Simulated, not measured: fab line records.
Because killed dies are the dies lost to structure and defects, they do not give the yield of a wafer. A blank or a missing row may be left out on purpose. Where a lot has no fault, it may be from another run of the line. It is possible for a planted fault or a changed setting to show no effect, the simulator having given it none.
The tool behind it: which one? ; flow sky130 ; 13 lots, 39 wafers sampled, at 5 steps of a route of 708

WHAT EACH GAUGE READ, for each wafer
SKY_POLY_GATE_THK_MEAS_21.
lot;measured;on;POLY_GATE_OXIDATION_THK (nm)
L174;day 17 04:57;film_metro-01;3.96 3.96 3.94
L178;day 19 12:22;film_metro-03;4.19 4.13 4.18
L180;day 19 20:53;film_metro-02;3.93 4.02 3.98
L181;day 19 23:53;film_metro-01;4.00 4.08 4.06
L182;day 20 09:51;film_metro-03;3.91 3.93 3.96
L186;day 21 21:49;film_metro-03;4.07 3.94 3.97
L188;day 22 19:17;film_metro-03;3.98 4.05 4.11
L189;day 23 00:52;film_metro-02;4.01 3.99 4.03
L190;day 23 01:38;film_metro-02;3.97 3.91 3.92
L191;day 23 10:12;film_metro-02;3.95 4.07 4.03
L192;day 23 20:22;film_metro-01;3.92 3.97 3.80
L193;day 23 21:58;film_metro-01;3.86 3.90 3.92
L195;day 24 19:38;film_metro-02;3.97 4.04 3.98

SKY_LDD_N_TW_MEAS_17.
lot;measured;on;LDD_N_TW
L174;day 18 12:08;film_metro-01;2595 2599 2596
L178;day 20 20:48;film_metro-01;2575 2573 2595
L180;day 21 04:31;film_metro-04;2603 2612 2607
L181;day 21 06:58;film_metro-04;2606 2611 2599
L182;day 21 17:44;film_metro-04;2604 2612 2617
L186;day 23 05:13;film_metro-04;2601 2606 2603
L188;day 24 01:55;film_metro-04;2608 2605 2612
L189;day 24 08:10;film_metro-01;2580 2577 2562
L190;day 24 08:20;film_metro-04;2609 2605 2603
L191;day 24 17:01;film_metro-02;2598 2591 2599
L192;day 25 02:59;film_metro-04;2615 2588 2615
L193;day 25 04:48;film_metro-01;2588 2596 2585
L195;day 26 02:32;film_metro-04;2598 2602 2595

SKY_LDD_HVN_TW_MEAS_10.
lot;measured;on;LDD_HVN_TW
L174;day 21 02:16;film_metro-02;1446 1438 1448
L178;day 23 10:51;film_metro-03;2687 2681 2680
L180;day 23 17:23;film_metro-02;2665 2644 2644
L181;day 23 19:08;film_metro-01;1445 1444 1438
L182;day 24 06:17;film_metro-03;1460 1471 1459
L186;day 25 16:44;film_metro-03;1469 1468 1453
L188;day 26 12:46;film_metro-02;1453 1447 1456
L189;day 26 19:32;film_metro-03;1463 1458 1455
L190;day 26 19:50;film_metro-03;1461 1461 1460
L191;day 27 04:13;film_metro-02;1456 1453 1444
L192;day 27 13:28;film_metro-02;1442 1449 1451
L193;day 27 15:03;film_metro-02;1435 1443 1445
L195;day 28 12:32;film_metro-01;1441 1438 1442

SKY_LDD_HVP_OVL_MEAS_07.
lot;measured;on;LDD_HVP_OVL (nm)
L174;day 22 08:19;overlay-02;-0.8 -2.1 -2.6
L178;day 24 16:16;overlay-01;-1.2 -0.5 0.4
L180;day 24 23:18;overlay-01;-3.8 -3.4 -1.7
L181;day 25 00:40;overlay-01;-1.6 -1.5 -0.7
L182;day 25 11:19;overlay-02;-0.6 1.1 -1.4
L186;day 26 21:42;overlay-01;-1.6 -0.5 0.6
L188;day 27 17:55;overlay-01;-0.6 -1.1 -1.9
L189;day 27 23:49;overlay-01;-1.8 -0.7 -0.9
L190;day 28 00:06;overlay-01;-1.2 0.0 -0.3
L191;day 28 07:22;overlay-02;-0.8 0.1 0.9
L192;day 28 16:46;overlay-02;0.7 -0.8 -3.4
L193;day 28 18:46;overlay-01;-0.1 0.3 -0.7
L195;day 29 15:37;overlay-02;-1.4 -1.0 -0.9

WHAT TOOL EACH LOT RAN ON (gives the tool, then ch and the chambers of the sampled wafers, and finally the start)
lot;SKY_LDD_HVN_IMPLANT_08
L174;implanter-03 ch 0, day 21 02:02
L178;implanter-04 ch 0, day 23 10:37
L180;implanter-04 ch 0, day 23 17:08
L181;implanter-02 ch 0, day 23 18:55
L182;implanter-02 ch 0, day 24 06:02
L186;implanter-02 ch 0, day 25 16:29
L188;implanter-02 ch 0, day 26 12:32
L189;implanter-04 ch 0, day 26 19:19
L190;implanter-03 ch 0, day 26 19:35
L191;implanter-03 ch 0, day 27 03:59
L192;implanter-03 ch 0, day 27 13:14
L193;implanter-02 ch 0, day 27 14:43
L195;implanter-04 ch 0, day 28 12:17
- SKY_LDD_HVN_IMPLANT_08

AS READ BY THE TOOLS THEMSELVES (means over the sampled wafers that have a number; for cases with no such wafer, the mark the record gives instead)
SKY_LDD_HVN_IMPLANT_08.
lot;tool;beam_on_s (s);dose_ions_cm2;end_station_pressure_torr (Torr);faraday_current_uA
L174;implanter-03;10.19;3e+13;4.93e-06;166
L178;implanter-04;9.91;2e+14;6.26e-06;1193
L180;implanter-04;9.90;2e+14;6.02e-06;1194
L181;implanter-02;10.06;3e+13;5.06e-06;168
L182;implanter-02;9.99;3e+13;5.33e-06;170
L186;implanter-02;10.00;3e+13;5.21e-06;168
L188;implanter-02;9.99;3e+13;4.85e-06;169
L189;implanter-04;10.01;3e+13;5.28e-06;169
L190;implanter-03;10.07;3e+13;4.70e-06;168
L191;implanter-03;9.85;3e+13;5.42e-06;172
L192;implanter-03;10.22;3e+13;5.04e-06;165
L193;implanter-02;10.01;3e+13;5.07e-06;169
L195;implanter-04;9.94;3e+13;5.24e-06;170

THE ANSWER, worked out from the rows above alone
Rule: the usual values come from the lots themselves. The widest of any qualifying gaps counts: lots, ordered by their means at a reading, are off when they make up no more than a third of the lots, leave a main group of 4 or more, and stand apart from it by 3 or more times the standard deviation of that group's means. If all means in a main group match to the digits the tables above print for the reading, that group is not used. Also off: a lot with no number at a reading for which 4 or more lots have one. Where the step has rows for the other lots, those lots are counted as sound. The gauges are gone through in route order, then the tools' own readings, and for those a lot's mean is taken as printed above. The first step at which some lot is off is used, and at that step the reading that is off furthest; a lot without a number counts as furthest.
Off: L178, L180, at SKY_LDD_HVN_TW_MEAS_10 (LDD_HVN_TW). Mean 1451 and standard deviation 8.6 in the main group.
A tool fits if, at a process step before that reading, it ran every lot that is off, and no sound lot after the first of them. The gauges at SKY_LDD_HVN_TW_MEAS_10 aren't tried: what is off there is off at SKY_LDD_HVN_IMPLANT_08 too, on other tools, and a gauge's error can't cause that. Not one of the candidates tried fits.

WHAT THE SIMULATOR PUT IN
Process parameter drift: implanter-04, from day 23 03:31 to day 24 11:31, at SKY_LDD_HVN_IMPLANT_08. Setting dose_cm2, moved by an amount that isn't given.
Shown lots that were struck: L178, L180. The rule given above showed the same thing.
